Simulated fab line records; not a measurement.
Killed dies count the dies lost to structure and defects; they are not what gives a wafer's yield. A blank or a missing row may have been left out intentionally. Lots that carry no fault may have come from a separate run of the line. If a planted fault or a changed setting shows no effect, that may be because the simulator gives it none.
One fault seen from 2 desks || flow gf180mcu || every desk sees just its own numbers, and what lay behind them comes last

== DESK OF THE TOOL OWNER: implanter-01 ==
The tool's own readings at GF_LVPWELL_IMPLANT_09: means of the sampled wafers that have a number, for each lot that ran on this tool. A lot is out of limits, marked OUT, if its mean lies more than 4 standard deviations from the usual mean; the brackets give that distance.
Columns: A = beam on s at GF_LVPWELL_IMPLANT_09, usual 10.01 s; B = faraday current uA at GF_LVPWELL_IMPLANT_09, usual 28.2
{"lot": "L809", "first seen here": "day 3 18:49", "A": 10.13, "B": 27.8}
{"lot": "L811", "first seen here": "day 4 13:57", "A": 10.07, "B": 28.0}
{"lot": "L813", "first seen here": "day 4 22:45", "A": 9.96, "B": 28.3}
{"lot": "L825", "first seen here": "day 7 14:36", "A": 10.78, "B": 26.4}
{"lot": "L826", "first seen here": "day 7 21:26", "A": 10.72, "B": 26.4}
{"lot": "L827", "first seen here": "day 8 03:47", "A": "11.57 (+7.4) OUT", "B": "24.5 (-6.4) OUT"}
This desk's finding: out of limits on L827; first on L827, day 8 03:47 (beam on s at GF_LVPWELL_IMPLANT_09). Within limits: L809, L811, L813, L825, L826.

== THE METROLOGY DESK ==
What the gauges read for every lot (on any tool): the sampled wafers with a number, averaged. A lot is out of limits, marked OUT, if its mean lies more than 4 standard deviations from the usual mean; the brackets give that distance.
Columns: A = NWELL_TW at GF_NWELL_TW_MEAS_11, usual 1581; B = LVPWELL_TW at GF_LVPWELL_TW_MEAS_11, usual 562.5; C = LVPWELL_RS at GF_VT_IMPLANT_RS_MEAS_48, usual 1197 ohm/sq; D = MVPSD_RS at GF_VT_IMPLANT_RS_MEAS_49, usual 1168.1 ohm/sq
{"lot": "L809", "first seen here": "day 3 06:31", "A": 1565, "B": 562.4, "C": 1196, "D": 1162.7}
{"lot": "L811", "first seen here": "day 4 01:17", "A": 1583, "B": 561.7, "C": 1200, "D": 1171.0}
{"lot": "L812", "first seen here": "day 4 06:20", "A": 1579, "B": 561.7, "C": 1200, "D": 1171.5}
{"lot": "L813", "first seen here": "day 4 08:59", "A": 1579, "B": 563.3, "C": 1196, "D": 1168.0}
{"lot": "L814", "first seen here": "day 4 12:52", "A": 1580, "B": 561.1, "C": 1197, "D": 1169.3}
{"lot": "L817", "first seen here": "day 5 05:28", "A": 1578, "B": 561.4, "C": 1196, "D": 1168.3}
{"lot": "L822", "first seen here": "day 6 07:04", "A": 1570, "B": 564.6, "C": 1196, "D": 1167.7}
{"lot": "L825", "first seen here": "day 6 23:29", "A": 1578, "B": 567.0, "C": "1178 (-5.9) OUT", "D": 1172.6}
{"lot": "L826", "first seen here": "day 7 05:30", "A": 1578, "B": 567.4, "C": "1182 (-4.7) OUT", "D": 1170.2}
{"lot": "L827", "first seen here": "day 7 11:11", "A": 1589, "B": 568.4, "C": "1162 (-11) OUT", "D": 1164.3}
{"lot": "L830", "first seen here": "day 8 03:37", "A": 1583, "B": 562.1, "C": 1203, "D": 1167.5}
{"lot": "L831", "first seen here": "day 8 07:56", "A": 1580, "B": 561.9, "C": 1197, "D": 1166.6}
{"lot": "L832", "first seen here": "day 8 17:47", "A": 1580, "B": 562.6, "C": 1198, "D": 1167.2}
This desk's finding: out of limits on L825, L826, L827; first on L825, day 12 03:58 (LVPWELL_RS at GF_VT_IMPLANT_RS_MEAS_48). Within limits: L809, L811, L812, L813, L814, L817, L822, L830, L831, L832.

== PUT TOGETHER ==
At day 8 03:47, on L827, the tool owner's desk was in a position to raise an alarm.
Metrology desk: alarm possible at day 12 03:58 on L825, L826, L827.
Tool owner's desk: L825, L826 on record, inside its limits.
GF_LVPWELL_IMPLANT_09 was run on implanter-01 by each of the lots named.

== WHAT HAD BEEN PUT IN BY THE SIMULATOR ==
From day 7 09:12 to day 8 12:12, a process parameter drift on implanter-01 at GF_LVPWELL_IMPLANT_09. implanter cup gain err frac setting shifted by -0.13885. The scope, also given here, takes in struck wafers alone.
Lots struck among those shown: L825, L826, L827.
Counting hours from when the fault started, the first reading out of limits came at 19 for the tool owner's desk and at 115 for the metrology desk.
